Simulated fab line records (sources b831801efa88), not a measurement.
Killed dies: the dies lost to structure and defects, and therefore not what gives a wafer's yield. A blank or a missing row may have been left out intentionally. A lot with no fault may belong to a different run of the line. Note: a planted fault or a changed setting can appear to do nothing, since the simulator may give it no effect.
fab line records    flow gf180mcu
record: lots: 5  wafers: 15  lastDay: 34
route steps=602 shown VT_IMPLANT@120
lots with no fault: from the same line, run without faults
startH: hours from the record's opening day to when the first of the lot's shown wafers began    waitH: how many hours have passed since the lot's step before this one    " the same as in the row above    L1.1+2: several wafers, shown together as one row    - no value, or no start was given    * or withheld: withheld    < > ~ a bound
route shown NAME@n: NAME is a module with steps in the file, n the number in the route of the first one    usual: average and standard deviation across the fault-free wafers    same: alike in all rows    chamber/n: place in a boat    sites: each site's reading    _std_site: the values' standard deviation    _edge_site: the outer-site mean with the inner-site mean subtracted    radiusMm: how far each site lies from the wafer's centre    mask NAME#n: copy n    behind: the last tool/chamber to shape the wafer    hold: cause of the lot's hold/its duration in hours/its outcome    device: the transistor (n, p or np) that didn't switch    end of line: tests of these same wafers at the route's end    a step given without rows: its recipe and nothing more    killed: dies that structure and defects cost at the first sort, which is not the same as the wafer's yield    map: a wafer's dies, marking killed ones x, the rest . and places with no die _
set.NAME: the run value of the setting; set.NAME@STEP: its run value at that earlier step    model.NAME: the simulator's own value behind a step, which no gauge read
lots at selected steps of the route; one table per step, one row per wafer
services: from which hour (startH, from the record's first day; less than 0 if before it) a tool's chamber was out of use, for how many hours, and why
== steps ==
step: GF_VT_IMPLANT_IMPLANT_30
recipe: species: B  energyKev: 25  doseCm2: 2.534e+12  tiltDeg: 7
lot.wafer   tool          chamber  startH  waitH
L074.2+4+5  implanter-02  0        143.54  0.0
L084.1+5+6  implanter-03  0        211.80  0.0
L089.2+3+5  implanter-03  0        242.40  0.0
L091.3+4+5  implanter-03  0        256.90  0.1
L095.4+5+6  implanter-02  0        279.29  0.1
step: GF_VT_IMPLANT_STRIP_31
recipe: chemistry: O2/N2  powerW: 1400  pressureMtorr: 1500  platenTempC: 250  o2FlowSccm: 3000  n2FlowSccm: 300  overashFraction: 0.5
usual: drypumpMotorCurrentA: 5.7/0.41  heaterPowerW: 327/35  o2FlowSccm: 2999/9.9  oesProductAu: 0.715/0.0043  stripTimeToEndpointS: 12.66/0.034
lot.wafer  tool            chamber  startH  waitH  drypumpMotorCurrentA  heaterPowerW  o2FlowSccm  oesProductAu  rfHoursCounterH  stripTimeToEndpointS
L074.2     plasmaAsher-02  1        143.66  0.1    6.4                   360           3010        0.708         3                12.65
L074.4     "               0        "       "      6.3                   316           2987        0.714         -                12.66
L074.5     "               0        "       "      6.3                   301           3001        0.711         -                12.65
L084.1     plasmaAsher-02  0        211.95  0.1    6.3                   301           2987        0.714         10               12.70
L084.5     "               0        "       "      6.3                   307           3003        0.710         -                12.66
L084.6     "               1        "       "      6.4                   353           3010        0.723         -                12.65
L089.2     plasmaAsher-04  1        242.52  0.1    5.4                   298           2990        0.711         60               12.72
L089.3     "               0        "       "      5.2                   308           3007        0.716         -                12.69
L089.5     "               1        "       "      5.3                   310           2989        0.716         -                12.69
L091.3     plasmaAsher-04  1        257.03  0.1    5.3                   307           2996        0.723         -                12.64
L091.4     "               0        "       "      5.2                   312           2984        0.721         -                12.65
L091.5     "               0        "       "      5.2                   308           2991        0.719         -                12.67
L095.4     plasmaAsher-01  0        279.39  0.1    5.6                   392           2997        0.718         -                12.64
L095.5     "               0        "       "      5.7                   394           2998        0.712         -                12.65
L095.6     "               1        "       "      5.5                   301           3004        0.716         -                12.67
step: GF_VT_IMPLANT_TW_MEAS_32
usual: VT_IMPLANT_3_TW: 268.4/2.7
lot.wafer  tool          chamber  startH  waitH  VT_IMPLANT_3_TW
L074.2     filmMetro-03  -        143.77  0.1    265.3
L074.4     "             -        "       "      267.3
L074.5     "             -        "       "      266.1
L084.1     filmMetro-03  -        212.05  0.1    265.9
L084.5     "             -        "       "      264.3
L084.6     "             -        "       "      264.4
L089.2     filmMetro-03  -        242.63  0.1    266.2
L089.3     "             -        "       "      266.9
L089.5     "             -        "       "      267.2
L091.3     filmMetro-04  -        257.12  0.1    273.0
L091.4     "             -        "       "      271.7
L091.5     "             -        "       "      271.6
L095.4     filmMetro-04  -        279.49  0.1    270.2
L095.5     "             -        "       "      270.4
L095.6     "             -        "       "      270.6
step: GF_VT_IMPLANT_DEHYDRATE_33
recipe: tempC: 200  timeS: 60
lot.wafer   tool           chamber  startH  waitH
L074.2+4+5  lithoTrack-04  0        150.95  7.2
L084.1+5+6  lithoTrack-02  0        220.41  8.4
L089.2+3+5  lithoTrack-04  0        251.75  9.1
L091.3+4+5  lithoTrack-04  0        265.53  8.4
L095.4+5+6  lithoTrack-03  0        288.91  9.4
step: GF_VT_IMPLANT_HMDS_34
recipe: primeTimeS: 60  primeTempC: 120
lot.wafer   tool           chamber  startH  waitH
L074.2+4+5  lithoTrack-04  0        151.10  0.1
L084.1+5+6  lithoTrack-02  0        220.56  0.1
L089.2+3+5  lithoTrack-04  0        251.90  0.1
L091.3+4+5  lithoTrack-04  0        265.68  0.1
L095.4+5+6  lithoTrack-03  0        289.06  0.1
step: GF_VT_IMPLANT_COAT_35
recipe: resist: NOVOLAK  spinRpm: 3000  resistThkNm: 1000
usual: dispensePressureKPa: 47.4/2.3
lot.wafer  tool           chamber  startH  waitH  dispensePressureKPa
L074.2     lithoTrack-04  0        151.25  0.1    49.8
L074.4     "              0        "       "      49.7
L074.5     "              0        "       "      49.8
L084.1     lithoTrack-02  0        220.71  0.1    44.9
L084.5     "              0        "       "      44.9
L084.6     "              0        "       "      44.9
L089.2     lithoTrack-04  0        252.05  0.1    49.8
L089.3     "              0        "       "      49.8
L089.5     "              0        "       "      49.8
L091.3     lithoTrack-04  0        265.83  0.1    49.8
L091.4     "              0        "       "      49.8
L091.5     "              0        "       "      49.8
L095.4     lithoTrack-03  0        289.21  0.1    47.8
L095.5     "              0        "       "      47.9
L095.6     "              0        "       "      47.9
step: GF_VT_IMPLANT_SOFTBAKE_36
recipe: tempC: 90  timeS: 60  resist: NOVOLAK
lot.wafer   tool           chamber  startH  waitH
L074.2+4+5  lithoTrack-04  0        151.40  0.1
L084.1+5+6  lithoTrack-02  0        220.86  0.1
L089.2+3+5  lithoTrack-04  0        252.20  0.1
L091.3+4+5  lithoTrack-04  0        265.98  0.1
L095.4+5+6  lithoTrack-03  0        289.36  0.1
step: GF_VT_IMPLANT_EXPOSE_37
recipe: maskId: Nwell_HV_AREA  targetCdNm: 860  na: 0.6  sourceShape: conventional  sigmaOuter: 0.6  doseMj: 140
lot.wafer   tool             chamber  startH  waitH  mask
L074.2+4+5  ilineStepper-02  0        -       -      Nwell_HV_AREA#0
L084.1+5+6  ilineStepper-02  0        -       -      Nwell_HV_AREA#0
L089.2+3+5  ilineStepper-02  0        -       -      Nwell_HV_AREA#0
L091.3+4+5  ilineStepper-01  0        -       -      Nwell_HV_AREA#0
L095.4+5+6  ilineStepper-02  0        -       -      Nwell_HV_AREA#0
step: GF_VT_IMPLANT_PEB_38
recipe: tempC: withheld  timeS: *  resist: NOVOLAK
lot.wafer   tool           chamber  startH  waitH
L074.2+4+5  lithoTrack-02  0        -       -
L084.1+5+6  lithoTrack-04  0        -       -
L089.2+3+5  lithoTrack-04  0        -       -
L091.3+4+5  lithoTrack-04  0        -       -
L095.4+5+6  lithoTrack-03  0        -       -
step: GF_VT_IMPLANT_DEVELOP_39
recipe: developTimeS: 60  devTempC: 23
usual: developerTempC: 22.99/0.12
lot.wafer  tool           chamber  startH  waitH  developerTempC
L074.2     lithoTrack-02  0        159.09  0.1    22.91
L074.4     "              0        "       "      22.86
L074.5     "              0        "       "      23.03
L084.1     lithoTrack-04  0        229.93  0.1    23.13
L084.5     "              0        "       "      23.22
L084.6     "              0        "       "      23.01
L089.2     lithoTrack-04  0        261.20  0.1    23.02
L089.3     "              0        "       "      23.10
L089.5     "              0        "       "      22.97
L091.3     lithoTrack-04  0        276.28  0.1    22.97
L091.4     "              0        "       "      23.00
L091.5     "              0        "       "      22.93
L095.4     lithoTrack-03  0        299.51  0.1    22.80
L095.5     "              0        "       "      22.99
L095.6     "              0        "       "      22.86
step: GF_VT_IMPLANT_OVL_MEAS_40
usual: VT_IMPLANT_03_OVL: -0.6/1.4
lot.wafer  tool        chamber  startH  waitH  VT_IMPLANT_03_OVL[nm]
L074.2     overlay-01  -        159.22  0.1    -1.1
L074.4     "           -        "       "      -2.1
L074.5     "           -        "       "      -3.3
L084.1     overlay-01  -        230.08  0.1    -1.1
L084.5     "           -        "       "      -1.7
L084.6     "           -        "       "      -1.6
L089.2     overlay-02  -        261.33  0.1    -0.1
L089.3     "           -        "       "      -1.5
L089.5     "           -        "       "      0.0
L091.3     overlay-01  -        276.39  0.1    0.5
L091.4     "           -        "       "      0.5
L091.5     "           -        "       "      0.1
L095.4     overlay-02  -        299.60  0.1    2.4
L095.5     "           -        "       "      1.1
L095.6     "           -        "       "      1.8
step: GF_VT_IMPLANT_IMPLANT_41
recipe: species: As  energyKev: 70  doseCm2: 1.013e+12  tiltDeg: 7
lot.wafer   tool          chamber  startH  waitH
L074.2+4+5  implanter-02  0        159.27  0.0
L084.1+5+6  implanter-04  0        230.11  0.0
L089.2+3+5  implanter-03  0        261.39  0.0
L091.3+4+5  implanter-04  0        276.46  0.1
L095.4+5+6  implanter-04  0        299.70  0.1
step: GF_VT_IMPLANT_STRIP_42
recipe: chemistry: O2/N2  powerW: 1400  pressureMtorr: 1500  platenTempC: 250  o2FlowSccm: 3000  n2FlowSccm: 300  overashFraction: 0.5
usual: drypumpMotorCurrentA: 5.9/0.44  heaterPowerW: 331/34  o2FlowSccm: 3000/8.6  oesProductAu: 0.716/0.0043  stripTimeToEndpointS: 12.654/0.03
lot.wafer  tool            chamber  startH  waitH  drypumpMotorCurrentA  heaterPowerW  o2FlowSccm  oesProductAu  rfHoursCounterH  stripTimeToEndpointS
L074.2     plasmaAsher-02  0        159.40  0.1    6.3                   312           3004        0.718         5                12.677
L074.4     "               0        "       "      6.3                   309           2982        0.720         -                12.700
L074.5     "               0        "       "      6.3                   316           2983        0.712         -                12.641
L084.1     plasmaAsher-02  1        230.26  0.1    6.4                   341           3000        0.718         12               12.614
L084.5     "               1        "       "      6.4                   354           2995        0.721         -                12.651
L084.6     "               0        "       "      6.3                   310           3001        0.711         -                12.637
L089.2     plasmaAsher-01  0        261.51  0.1    5.6                   396           2999        0.714         62               12.626
L089.3     "               1        "       "      5.5                   301           2996        0.715         -                12.653
L089.5     "               0        "       "      5.7                   384           2986        0.719         -                12.659
L091.3     plasmaAsher-01  1        276.59  0.1    5.5                   300           2998        0.713         -                12.646
L091.4     "               0        "       "      5.7                   384           2986        0.721         -                12.634
L091.5     "               0        "       "      5.7                   394           2989        0.715         -                12.647
L095.4     plasmaAsher-02  1        299.81  0.1    6.4                   361           2994        0.718         -                12.627
L095.5     "               1        "       "      6.4                   358           2990        0.717         -                12.645
L095.6     "               0        "       "      6.3                   306           3008        0.715         -                12.645
step: GF_VT_IMPLANT_TW_MEAS_43
usual: VT_IMPLANT_4_TW: 690/5.3
lot.wafer  tool          chamber  startH  waitH  VT_IMPLANT_4_TW
L074.2     filmMetro-04  -        159.51  0.1    694
L074.4     "             -        "       "      691
L074.5     "             -        "       "      693
L084.1     filmMetro-01  -        230.36  0.1    692
L084.5     "             -        "       "      688
L084.6     "             -        "       "      686
L089.2     filmMetro-01  -        261.62  0.1    688
L089.3     "             -        "       "      690
L089.5     "             -        "       "      688
L091.3     filmMetro-04  -        276.68  0.1    695
L091.4     "             -        "       "      697
L091.5     "             -        "       "      693
L095.4     filmMetro-01  -        299.90  0.1    690
L095.5     "             -        "       "      690
L095.6     "             -        "       "      692
step: GF_VT_IMPLANT_CLEAN_44
recipe: chemistry: SC1/SC2  mix: 1:4:20  tempC: 70  timeS: 150  dry: n2Spin
usual: bathHeatDutyPct: 13.4/1.2
lot.wafer  tool         chamber  startH  waitH  bathHeatDutyPct
L074.2     wetBench-02  3        159.56  0.0    13.7
L074.4     "            3        "       "      13.4
L074.5     "            3        "       "      12.0
L084.1     wetBench-02  3        230.42  0.1    12.0
L084.5     "            3        "       "      12.5
L084.6     "            3        "       "      12.4
L089.2     wetBench-01  1        261.67  0.0    13.0
L089.3     "            1        "       "      12.7
L089.5     "            1        "       "      10.7
L091.3     wetBench-01  0        276.72  0.0    15.2
L091.4     "            0        "       "      15.0
L091.5     "            0        "       "      16.3
L095.4     wetBench-01  0        299.93  0.0    15.5
L095.5     "            0        "       "      14.5
L095.6     "            0        "       "      15.5
step: GF_VT_IMPLANT_RTA_45
recipe: tempC: 1050  timeS: 30  ambient: N2
usual: lampPowerPct: 37.4/1.6  wafer_temp_C_max: 1054.0/1.5
lot.wafer  tool          chamber  startH  waitH  lampPowerPct  wafer_temp_C_max
L074.2     rtpAnneal-02  0        159.63  0.0    36.1          1055.2
L074.4     "             0        "       "      36.1          1054.4
L074.5     "             0        "       "      36.1          1054.6
L084.1     rtpAnneal-01  0        230.47  0.0    39.5          1052.4
L084.5     "             0        "       "      39.5          1052.2
L084.6     "             0        "       "      39.5          1052.6
L089.2     rtpAnneal-02  0        261.79  0.0    36.1          1055.5
L089.3     "             0        "       "      36.1          1055.0
L089.5     "             0        "       "      36.1          1054.8
L091.3     rtpAnneal-02  0        276.85  0.0    36.1          1056.1
L091.4     "             0        "       "      36.1          1055.2
L091.5     "             0        "       "      36.1          1055.4
L095.4     rtpAnneal-01  0        300.08  0.1    39.5          1052.7
L095.5     "             0        "       "      39.5          1052.4
L095.6     "             0        "       "      39.5          1053.5
== services ==
tool             chamber  startH  hours  kind
ilineStepper-01  -        129.64  1.0    repair
implanter-04     -        132.80  15.8   pm
implanter-02     -        133.98  4.5    repair
plasmaAsher-04   -        147.11  3.5    repair
implanter-02     -        148.98  0.7    repair
ilineStepper-01  -        169.63  3.0    repair
implanter-03     -        175.20  5.4    pm
plasmaAsher-04   -        175.44  0.9    repair
plasmaAsher-01   -        192.29  3.9    repair
ilineStepper-02  -        194.32  1.7    pm
plasmaAsher-01   -        200.57  8.3    repair
wetBench-02      -        203.30  2.4    repair
ilineStepper-01  -        206.54  1.7    pm
plasmaAsher-02   -        208.30  3.6    repair
ilineStepper-01  0        212.56  -      calibration
plasmaAsher-04   -        224.15  2.8    pm
rtpAnneal-02     -        231.06  3.6    pm
implanter-03     -        245.75  1.2    repair
implanter-04     -        256.74  1.2    repair
plasmaAsher-02   -        259.65  3.1    repair
rtpAnneal-01     -        272.47  4.8    pm
ilineStepper-01  -        286.08  4.4    pm
implanter-04     -        289.25  3.6    repair
implanter-04     -        292.86  4.4    pm
== key ==
fault none
